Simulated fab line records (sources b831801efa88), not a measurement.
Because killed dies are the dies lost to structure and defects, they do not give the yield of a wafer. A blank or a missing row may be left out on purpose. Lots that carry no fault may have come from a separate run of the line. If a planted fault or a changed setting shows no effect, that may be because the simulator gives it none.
Matching of chambers || flow gf180mcu || GF_MIM_CVD_05 on pecvd-03: 3 sister chambers
The step deposits Si3N4, target thk 42 nm, time 29.086 s. 6 wafers are shown with their chamber, then 7 later ones without.

== WAFERS, EACH WITH ITS CHAMBER ==
{"wafer": "L160.2", "chamber": 2, "heaterPowerW (W)": 665}
{"wafer": "L160.4", "chamber": 0, "heaterPowerW (W)": 447}
{"wafer": "L164.4", "chamber": 1, "heaterPowerW (W)": 441}
{"wafer": "L164.5", "chamber": 2, "heaterPowerW (W)": 628}
{"wafer": "L168.4", "chamber": 1, "heaterPowerW (W)": 481}
{"wafer": "L168.6", "chamber": 0, "heaterPowerW (W)": 498}

== WAFERS WHOSE CHAMBER IS MISSING ==
{"wafer": "L169.2", "heaterPowerW (W)": 394}
{"wafer": "L169.5", "heaterPowerW (W)": 638}
{"wafer": "L170.4", "heaterPowerW (W)": 469}
{"wafer": "L170.6", "heaterPowerW (W)": 733}
{"wafer": "L179.2", "heaterPowerW (W)": 512}
{"wafer": "L179.3", "heaterPowerW (W)": 436}
{"wafer": "L179.6", "heaterPowerW (W)": 686}

== CHAMBER TAKEN BY EACH ==
{"wafer": "L169.2", "from the rows above": "can't be placed: 1 or 0", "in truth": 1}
{"wafer": "L169.5", "from the rows above": 2, "in truth": 2}
{"wafer": "L170.4", "from the rows above": "can't be placed: 0 or 1", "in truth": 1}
{"wafer": "L170.6", "from the rows above": 2, "in truth": 2}
{"wafer": "L179.2", "from the rows above": "can't be placed: 0 or 1", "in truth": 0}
{"wafer": "L179.3", "from the rows above": "can't be placed: 1 or 0", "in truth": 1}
{"wafer": "L179.6", "from the rows above": 2, "in truth": 2}
3 of 7 placed correctly. Unplaceable from these rows: 4, with the true chamber sitting among the candidates in 4. Placed wrongly: 0.
How it was worked out, from the rows above alone: a wafer's distance from a chamber is the root of the sum, over the readings, of the square of ((its reading less the chamber's mean) divided by the reading's scatter). If the next closest chamber is less than 2 further off than the closest, the wafer can't be placed; otherwise it belongs to the closest. For every chamber, the mean is computed from those of its wafers that are shown. The scatter: take each reading less its chamber's mean, square it, sum over the shown wafers, divide by the number of wafers less the number of chambers, and take the root.
